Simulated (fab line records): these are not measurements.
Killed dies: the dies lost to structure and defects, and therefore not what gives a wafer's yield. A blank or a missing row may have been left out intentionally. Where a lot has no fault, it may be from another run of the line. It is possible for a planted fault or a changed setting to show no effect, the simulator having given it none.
What tool caused it? / flow gf180mcu / 34 wafers from 12 lots sampled at 4 of the route's 602 steps

== WHAT THE GAUGES SHOWED, per wafer ==
GF_HV_LDD_OVL_MEAS_20.
lot=L334; measured=day 10 14:23; on=overlay-02; HV_LDD_01_OVL (nm)=0.6 0.2 1.3
lot=L335; measured=day 10 19:43; on=overlay-01; HV_LDD_01_OVL (nm)=-0.8 0.1 -1.7
lot=L336; measured=day 11 07:34; on=overlay-02; HV_LDD_01_OVL (nm)=-0.6 -1.7 -1.7
lot=L337; measured=day 11 17:56; on=overlay-02; HV_LDD_01_OVL (nm)=2.6 0.1 0.2
lot=L338; measured=day 11 22:24; on=overlay-01; HV_LDD_01_OVL (nm)=4.1 1.5 1.8
lot=L339; measured=day 12 05:59; on=overlay-02; HV_LDD_01_OVL (nm)=1.0 2.9 3.0
lot=L341; measured=day 12 22:28; on=overlay-01; HV_LDD_01_OVL (nm)=0.8 1.6 1.3
lot=L342; measured=day 13 15:25; on=overlay-02; HV_LDD_01_OVL (nm)=0.3 0.9 2.7
lot=L347; measured=day 15 07:49; on=overlay-02; HV_LDD_01_OVL (nm)=1.1 0.6 2.7
lot=L351; measured=day 16 03:17; on=overlay-02; HV_LDD_01_OVL (nm)=0.6 1.2 1.0
lot=L356; measured=day 17 22:26; on=overlay-02; HV_LDD_01_OVL (nm)=1.2 1.3
lot=L357; measured=day 18 04:44; on=overlay-01; HV_LDD_01_OVL (nm)=0.8 1.2

GF_CONTACT_THK_MEAS_03.
lot=L334; measured=day 14 23:42; on=film metro-03; CONTACT_CVD_02_THK (nm)=860 866 870
lot=L335; measured=day 15 05:52; on=film metro-01; CONTACT_CVD_02_THK (nm)=853 893 879
lot=L336; measured=day 15 19:35; on=film metro-01; CONTACT_CVD_02_THK (nm)=845 868 871
lot=L337; measured=day 16 07:33; on=film metro-01; CONTACT_CVD_02_THK (nm)=857 850 872
lot=L338; measured=day 16 12:31; on=film metro-03; CONTACT_CVD_02_THK (nm)=859 859 868
lot=L339; measured=day 16 20:49; on=film metro-01; CONTACT_CVD_02_THK (nm)=873 862 874
lot=L341; measured=day 17 17:00; on=film metro-03; CONTACT_CVD_02_THK (nm)=853 860 863
lot=L342; measured=day 18 10:50; on=film metro-04; CONTACT_CVD_02_THK (nm)=856 852 883
lot=L347; measured=day 20 12:22; on=film metro-03; CONTACT_CVD_02_THK (nm)=856 857 860
lot=L351; measured=day 21 07:49; on=film metro-01; CONTACT_CVD_02_THK (nm)=857 881 874
lot=L356; measured=day 23 04:21; on=film metro-03; CONTACT_CVD_02_THK (nm)=1198 1215 1197 1215
lot=L357; measured=day 23 08:43; on=film metro-03; CONTACT_CVD_02_THK (nm)=867 1213 867 1213

== WHICH TOOL RAN EACH LOT (tool, then ch and the chambers of the sampled wafers, then the start) ==
lot=L334; GF_SALICIDE_RTA_08=rtp anneal-01 ch 0, day 14 23:26; GF_CONTACT_CVD_02=pecvd-02 ch 0,1, day 14 23:37
lot=L335; GF_SALICIDE_RTA_08=rtp anneal-02 ch 0, day 15 05:35; GF_CONTACT_CVD_02=pecvd-02 ch 0,2, day 15 05:47
lot=L336; GF_SALICIDE_RTA_08=rtp anneal-01 ch 0, day 15 19:19; GF_CONTACT_CVD_02=pecvd-02 ch 0,1,2, day 15 19:31
lot=L337; GF_SALICIDE_RTA_08=rtp anneal-01 ch 0, day 16 07:17; GF_CONTACT_CVD_02=pecvd-03 ch 0,2, day 16 07:29
lot=L338; GF_SALICIDE_RTA_08=rtp anneal-01 ch 0, day 16 12:15; GF_CONTACT_CVD_02=pecvd-02 ch 1,2, day 16 12:26
lot=L339; GF_SALICIDE_RTA_08=rtp anneal-02 ch 0, day 16 20:33; GF_CONTACT_CVD_02=pecvd-01 ch 0,1, day 16 20:45
lot=L341; GF_SALICIDE_RTA_08=rtp anneal-01 ch 0, day 17 16:42; GF_CONTACT_CVD_02=pecvd-01 ch 0,1,2, day 17 16:53
lot=L342; GF_SALICIDE_RTA_08=rtp anneal-01 ch 0, day 18 10:34; GF_CONTACT_CVD_02=pecvd-01 ch 0,1, day 18 10:46
lot=L347; GF_SALICIDE_RTA_08=rtp anneal-02 ch 0, day 20 12:05; GF_CONTACT_CVD_02=pecvd-01 ch 0,1, day 20 12:17
lot=L351; GF_SALICIDE_RTA_08=rtp anneal-02 ch 0, day 21 07:33; GF_CONTACT_CVD_02=pecvd-01 ch 0,2, day 21 07:44
lot=L356; GF_SALICIDE_RTA_08=rtp anneal-01 ch 0, day 23 04:05; GF_CONTACT_CVD_02=pecvd-01 ch 2, day 23 04:16
lot=L357; GF_SALICIDE_RTA_08=rtp anneal-02 ch 0, day 23 08:27; GF_CONTACT_CVD_02=pecvd-01 ch 0, day 23 08:37
- GF_SALICIDE_RTA_08: time 30 s.
- GF_CONTACT_CVD_02: deposits SiO2 from TEOS, target thk 860 nm, time 95.992 s.

== WHAT THE TOOLS THEMSELVES READ (means of the sampled wafers that have a number; where no wafer has one, the mark that the record gives instead) ==
GF_SALICIDE_RTA_08.
lot=L334; tool=rtp anneal-01; lamp power pct (%)=16.0; wafer_temp_C_max=804.0
lot=L335; tool=rtp anneal-02; lamp power pct (%)=19.0; wafer_temp_C_max=802.0
lot=L336; tool=rtp anneal-01; lamp power pct (%)=16.0; wafer_temp_C_max=802.9
lot=L337; tool=rtp anneal-01; lamp power pct (%)=16.0; wafer_temp_C_max=804.0
lot=L338; tool=rtp anneal-01; lamp power pct (%)=16.0; wafer_temp_C_max=802.8
lot=L339; tool=rtp anneal-02; lamp power pct (%)=19.0; wafer_temp_C_max=802.8
lot=L341; tool=rtp anneal-01; lamp power pct (%)=16.0; wafer_temp_C_max=803.6
lot=L342; tool=rtp anneal-01; lamp power pct (%)=16.0; wafer_temp_C_max=803.9
lot=L347; tool=rtp anneal-02; lamp power pct (%)=19.0; wafer_temp_C_max=801.9
lot=L351; tool=rtp anneal-02; lamp power pct (%)=19.0; wafer_temp_C_max=802.6
lot=L356; tool=rtp anneal-01; lamp power pct (%)=16.0; wafer_temp_C_max=804.4
lot=L357; tool=rtp anneal-02; lamp power pct (%)=19.0; wafer_temp_C_max=802.5

GF_CONTACT_CVD_02.
lot=L334; tool=pecvd-02; heater power w (W)=631
lot=L335; tool=pecvd-02; heater power w (W)=542
lot=L336; tool=pecvd-02; heater power w (W)=604
lot=L337; tool=pecvd-03; heater power w (W)=561
lot=L338; tool=pecvd-02; heater power w (W)=524
lot=L339; tool=pecvd-01; heater power w (W)=703
lot=L341; tool=pecvd-01; heater power w (W)=730
lot=L342; tool=pecvd-01; heater power w (W)=732
lot=L347; tool=pecvd-01; heater power w (W)=738
lot=L351; tool=pecvd-01; heater power w (W)=807
lot=L356; tool=pecvd-01; heater power w (W)=802
lot=L357; tool=pecvd-01; heater power w (W)=824

== THE ANSWER, worked out from the rows above alone ==
Rule: usual is defined by the lots themselves. The widest of any qualifying gaps counts: lots, ordered by their means at a reading, are off when they make up no more than a third of the lots, leave a main group of 4 or more, and stand apart from it by 3 or more times the standard deviation of that group's means. A main group is skipped when, at the precision printed for the reading in the tables above, its means are all equal. Also off: a lot with no number at a reading for which 4 or more lots have one. All remaining lots with rows at the step are treated as sound. First the gauges in route order, then the tools' own readings, where a lot's mean is used as printed above. The first step at which some lot is off is used, and at that step the reading that is off furthest; a lot without a number counts as furthest.
Off: L356, L357, seen at GF_CONTACT_THK_MEAS_03 (CONTACT_CVD_02_THK). Main group: mean 864 nm, sd 5.4.
A tool fits if, at a process step before that reading, it ran every lot that is off, and no sound lot after the first of them. Gauges at GF_CONTACT_THK_MEAS_03: tried the same way as those tools. 2 tools fit, pecvd-01 at GF_CONTACT_CVD_02 and film metro-03 at GF_CONTACT_THK_MEAS_03, so this cannot tell which one it is.

== WHAT HAD BEEN PUT IN BY THE SIMULATOR ==
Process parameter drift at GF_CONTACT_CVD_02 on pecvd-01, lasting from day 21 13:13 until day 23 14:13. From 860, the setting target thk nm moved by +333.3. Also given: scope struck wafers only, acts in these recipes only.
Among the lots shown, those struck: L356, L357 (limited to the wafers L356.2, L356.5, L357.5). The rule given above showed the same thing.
